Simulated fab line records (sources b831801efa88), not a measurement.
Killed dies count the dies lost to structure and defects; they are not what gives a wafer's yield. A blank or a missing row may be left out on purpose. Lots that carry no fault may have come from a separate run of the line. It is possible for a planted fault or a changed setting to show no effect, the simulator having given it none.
Which tool did it? || flow sky130 || Sampling: 6 lots, 18 wafers, 2 of 708 route steps

WHAT EACH GAUGE READ, for each wafer
SKY_VT_ADJUST_LVTN_TW_MEAS_21.
{"lot": "L212", "measured": "day 9 04:08", "on": "filmMetro-04", "VT_ADJUST_LVTN_2_TW": "231.4 231.2 232.2"}
{"lot": "L217", "measured": "day 10 12:39", "on": "filmMetro-01", "VT_ADJUST_LVTN_2_TW": "229.2 229.9 229.4"}
{"lot": "L221", "measured": "day 11 14:22", "on": "filmMetro-03", "VT_ADJUST_LVTN_2_TW": "185.2 186.8 186.7"}
{"lot": "L223", "measured": "day 12 01:20", "on": "filmMetro-04", "VT_ADJUST_LVTN_2_TW": "189.5 189.8 189.1"}
{"lot": "L227", "measured": "day 13 04:41", "on": "filmMetro-04", "VT_ADJUST_LVTN_2_TW": "189.2 189.6 188.5"}
{"lot": "L230", "measured": "day 14 05:54", "on": "filmMetro-01", "VT_ADJUST_LVTN_2_TW": "189.8 190.7 189.9"}

EACH LOT AND THE TOOL THAT RAN IT (in order: tool; ch and the chambers of the sampled wafers; start)
{"lot": "L212", "SKY_VT_ADJUST_LVTN_IMPLANT_19": "implanter-02 ch 0, day 9 03:34"}
{"lot": "L217", "SKY_VT_ADJUST_LVTN_IMPLANT_19": "implanter-03 ch 0, day 10 12:06"}
{"lot": "L221", "SKY_VT_ADJUST_LVTN_IMPLANT_19": "implanter-01 ch 0, day 11 14:07"}
{"lot": "L223", "SKY_VT_ADJUST_LVTN_IMPLANT_19": "implanter-03 ch 0, day 12 01:07"}
{"lot": "L227", "SKY_VT_ADJUST_LVTN_IMPLANT_19": "implanter-03 ch 0, day 13 04:26"}
{"lot": "L230", "SKY_VT_ADJUST_LVTN_IMPLANT_19": "implanter-02 ch 0, day 14 05:41"}
- SKY_VT_ADJUST_LVTN_IMPLANT_19

THE ANSWER, worked out from the rows above alone
Rule: the lots themselves supply what counts as usual. Put in order of their means at a reading, lots are off if they are a third of the lots or fewer, leave a main group of 4 or more, and stand apart from it by a gap of 3 or more times the standard deviation of the main group's means; of several such gaps the widest counts. The tables above print the reading to a certain number of digits; a main group whose means all agree to those digits is not used. Also off: a lot with no number at a reading for which 4 or more lots have one. Where the step has rows for the other lots, those lots are counted as sound.
Off: L212, L217, at SKY_VT_ADJUST_LVTN_TW_MEAS_21 (VT_ADJUST_LVTN_2_TW). Main group: mean 188.7, sd 1.5.
A tool fits if, at a process step before that reading, it ran every lot that is off, and no sound lot after the first of them. Those tools and the gauges at SKY_VT_ADJUST_LVTN_TW_MEAS_21 are tried in the same way. No candidate that was tried fits.

WHAT HAD BEEN PUT IN BY THE SIMULATOR
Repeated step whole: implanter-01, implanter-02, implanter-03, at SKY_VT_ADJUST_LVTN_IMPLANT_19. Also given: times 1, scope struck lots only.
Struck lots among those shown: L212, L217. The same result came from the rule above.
